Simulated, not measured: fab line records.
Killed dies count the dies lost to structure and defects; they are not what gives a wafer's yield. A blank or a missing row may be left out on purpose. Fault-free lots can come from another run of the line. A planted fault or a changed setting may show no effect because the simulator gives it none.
Comparing a struck lot with a sound one | flow sky130 | 15 out of 708 route steps
Sound: the wafers L405.2, L405.3, L405.5. Struck: wafer L413.3; the same lot's L413.4 was not struck, so it is left out; see the end for the cause.
For every step that has rows: the tool of each side, followed by ch and its chambers, followed by its first start. Under that, the readings that differ: sound wafers | struck wafers | difference of the means | sigmas: that difference in standard deviations of wafers without a fault.
alike: words and numbers the same on both sides, and readings whose means are apart by under 2 such deviations; not compared: readings that were withheld, readings missing a value for some wafer, numbers with overlapping values and no deviation given by the record, and bounds like >300 which may hide the same value.
The two part at a step that has a row with sigmas, a row that says differs or no value, or rows on one side only. Numbers that have no deviation but don't overlap get no sigmas and don't part them. Lack of a reading on every wafer of one side parts them only where that side has two or more wafers.

SKY_LDD_P_OVL_MEAS_08:
  sound: overlay-01 at day 20 22:03; struck: overlay-02 at day 23 16:25
  alike: LDD_P_OVL
then, 1 step without rows for these wafers: SKY_LDD_P_IMPLANT_09.
SKY_LDD_P_STRIP_10: strips in O2/N2.
  sound on plasma asher-03 ch 0,1, day 20 22:14; struck on plasma asher-04 ch 1, day 23 16:37
  reading                      | sound             | struck | difference | sigmas
  strip time to endpoint s (s) | 14.21 14.20 14.22 | 14.10  | -0.11      | -3
  alike: drypump motor current A, oes product au
  not compared: rf hours counter h
SKY_LDD_P_TW_MEAS_11:
  sound: film metro-03 at day 20 22:20; struck: film metro-04 at day 23 16:42
  alike: LDD_P_TW
then, 7 steps without rows for these wafers: SKY_LDD_HVN_DEHYDRATE_00 (time 60 s); SKY_LDD_HVN_HMDS_01 (prime time 60 s); SKY_LDD_HVN_COAT_02 (resist thk 300 nm); SKY_LDD_HVN_SOFTBAKE_03 (time 60 s); SKY_LDD_HVN_EXPOSE_04 (exposes mask HVNTM, target cd 700 nm); SKY_LDD_HVN_PEB_05; SKY_LDD_HVN_DEVELOP_06 (develop time 60 s).
SKY_LDD_HVN_OVL_MEAS_07:
  sound: overlay-01 at day 22 05:45; struck: overlay-01 at day 24 22:44
  alike: LDD_HVN_OVL
SKY_LDD_HVN_IMPLANT_08:
  sound on implanter-02 ch 0, day 22 05:48; struck on implanter-03 ch 0, day 24 22:48
  reading            | sound                | struck | difference | sigmas
  beam on s (s)      | 10.51 10.09 10.00    | 10.93  | +0.73      | +3
  faraday current uA | 161 168 168          | 155    | -11        | -3
  tilt deg (degrees) | 39.998 39.990 39.997 | 40.048 | +0.053     | +2
  alike: end station pressure torr
SKY_LDD_HVN_STRIP_09: strips in O2/N2.
  sound on plasma asher-04 ch 0,1, day 22 05:56; struck on plasma asher-04 ch 0, day 24 22:56
  alike: drypump motor current A, oes product au, strip time to endpoint s
  not compared: rf hours counter h
-- a jump in the record: the struck wafers' starts before and after are 24 days apart (it breaks off in module LDD_HVN and resumes in module PAD_OPEN, where the first step shown is number 708 of the route) --
SKY_PAD_OPEN_PROBE_99:
  sound: prober-01 at day 47 06:17; struck: prober-01 at day 49 01:40
  reading                        | sound          | struck | difference | sigmas
  model.etest.tip_n_5v.rs ohm sq | 1395 1403 1389 | 1298   | -98        |
  alike: killed_at_M0_to_M3, killed_at_M4_up, killed at contacts, killed at front end, killed at other, killed dies, killed on rim, killed open, killed short

== WHERE THEY PART ==
Earliest at SKY_LDD_P_STRIP_10; latest, in this record, at SKY_LDD_HVN_IMPLANT_08. Later steps at which nothing parts them and some readings are alike: SKY_LDD_HVN_STRIP_09, SKY_PAD_OPEN_PROBE_99.

WHY: whatever the simulator had introduced
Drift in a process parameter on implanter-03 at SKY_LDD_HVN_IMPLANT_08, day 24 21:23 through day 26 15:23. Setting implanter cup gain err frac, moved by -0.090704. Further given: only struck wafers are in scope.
